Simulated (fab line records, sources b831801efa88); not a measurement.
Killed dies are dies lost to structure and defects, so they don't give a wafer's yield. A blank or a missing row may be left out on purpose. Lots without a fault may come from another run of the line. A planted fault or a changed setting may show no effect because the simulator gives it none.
A struck lot beside a sound one | flow sky130 | 16 steps out of a route of 708
Sound: wafers L118.1, L118.4, L118.5. Struck: wafer L114.6. (L114.2, L114.4 of the same lot were not struck and are left out.) The cause comes at the end.
At each step with rows: each side's tool, then ch and its chambers, then its first start. Under that, the readings that differ: sound wafers | struck wafers | difference of the means | sigmas: that difference in standard deviations of wafers without a fault.
alike: readings whose means differ by less than 2 such deviations, and words and numbers that are the same on both sides. not compared: withheld readings, readings that some wafer has no value for, bounds like >300 that may hide the same value, and numbers for which the record gives no deviation and whose values overlap.
The two part at a step that has a row with sigmas, a row that says differs or no value, or rows on one side only. Numbers that don't overlap but have no deviation are shown without sigmas and don't part them. A reading that every wafer of one side lacks parts them only if that side has two wafers or more.

first, 2 steps without rows for these wafers: SKY_METAL4_PEB_11; SKY_METAL4_DEVELOP_12 (develop time 60 s).
SKY_METAL4_CD_MEAS_13: target cd 300 nm.
  sound on cd_sem-02, day 46 01:28; struck on cd_sem-02, day 44 22:17
  alike: cd_nm
SKY_METAL4_OVL_MEAS_14:
  sound on overlay-02, day 46 01:35; struck on overlay-01, day 44 22:24
  alike: METAL4_OVL
SKY_METAL4_DESCUM_15: chemistry O2, time 8 s.
  sound on rie_metal-01 ch 0,1, day 46 01:38; struck on rie_metal-04 ch 0, day 44 22:26
  alike: chamber_pressure_mTorr, drypump_motor_current_A, oes_product_au
  not compared: rf_hours_counter_h
SKY_METAL4_ETCH_16: etches BARC in N2/H2, stops on SiO2, time 88.2 s, target depth 60 nm.
  sound on rie_metal-01 ch 0,1, day 46 01:40; struck on rie_metal-04 ch 0, day 44 22:28
  alike: chamber_pressure_mTorr, drypump_motor_current_A, oes_product_au, throttle_valve_pct
  not compared: rf_hours_counter_h
SKY_METAL4_ETCH_17: etches SiO2 in C4F8/O2/Ar, stops on TiN, time 3.9 s, target depth 15 nm.
  sound on rie_diel-03 ch 0,2,3, day 46 01:46; struck on rie_diel-01 ch 1, day 44 22:34
  alike: chamber_pressure_mTorr, oes_product_au
then, 1 step without rows for these wafers: SKY_METAL4_METAL_ETCH_18 (etches the open film in Cl2/BCl3, stops on SiO2, target depth 845 nm, time 183.1 s).
SKY_METAL4_STRIP_19: strips in O2/N2.
  sound on plasma_asher-03 ch 0,1, day 46 01:57; struck on plasma_asher-01 ch 0, day 44 22:45
  alike: chamber_pressure_mTorr, drypump_motor_current_A, oes_product_au, strip_time_to_endpoint_s
  not compared: rf_hours_counter_h
then, 3 steps without rows for these wafers: SKY_METAL4_STRIP_20 (strips in post etch residue remover, time 1200 s); SKY_METAL4_CLEAN_21 (cleans in IPA, time 180 s); SKY_METAL4_CLEAN_22 (cleans in O3/DIW).
SKY_VIA4_HDPCVD_00: deposits SiO2, target thk 1750 nm, time 291.7 s.
  sound on hdpcvd-02 ch 0,2, day 46 02:33; struck on hdpcvd-01 ch 1, day 44 23:21
  reading                                  | sound             | struck | difference | sigmas
  run_length_s (s)                         | 319.0 320.7 319.3 | 360.1  | +40.4      | +71
  model.SiO2_of_VIA4_HDPCVD_00.thk_nm (nm) | 1730 1758 1735    | 1969   | +228       |
  alike: pressure_mtorr
SKY_VIA4_THK_MEAS_01:
  sound on film_metro-04, day 46 02:43; struck on film_metro-04, day 44 23:32
  reading              | sound          | struck | difference | sigmas
  VIA4_HDPCVD_THK (nm) | 1730 1758 1735 | 1969   | +228       | +11
SKY_VIA4_CMP_02: polishes SiO2.
  sound on cmp-01 ch 2,3, day 46 02:47; struck on cmp-01 ch 0, day 44 23:35
  reading             | sound             | struck | difference | sigmas
  motor_current_A (A) | 14.2 12.8 13.6    | 10.0   | -3.5       | -3
  platen_rpm (rpm)    | 60.04 59.99 60.04 | 60.11  | +0.09      | +2
  alike: edge_zone_pressure_frac
-- the record jumps here: 4 days lie between the struck wafers' starts before and after (it left off in module VIA4 and takes up again in module PAD_OPEN, whose first step shown is number 708 of the route) --
SKY_PAD_OPEN_PROBE_99:
  sound on prober-02, day 49 13:53; struck on prober-02, day 48 15:23
  reading               | sound       | struck | difference | sigmas
  killed_at_M4_up       | 2 3 4       | 8      | +5         | +3
  sort_bin_6_memory (%) | 5.1 5.5 5.7 | 7.7    | +2.3       | +2
  alike: defect_limited_yield, killed_at_M0_to_M3, killed_at_contacts, killed_at_front_end, killed_at_other, killed_dies, killed_open, killed_short, sort_bin_3_pad_short, sort_bin_5_function, sort_n_pass, sort_yield_pct

WHERE THEY PART
First at SKY_VIA4_HDPCVD_00; last, within this record, at SKY_PAD_OPEN_PROBE_99.

WHY: what the simulator had put in
Process parameter drift: hdpcvd-01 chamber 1, from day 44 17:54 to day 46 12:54, at SKY_VIA4_HDPCVD_00. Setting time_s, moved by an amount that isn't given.
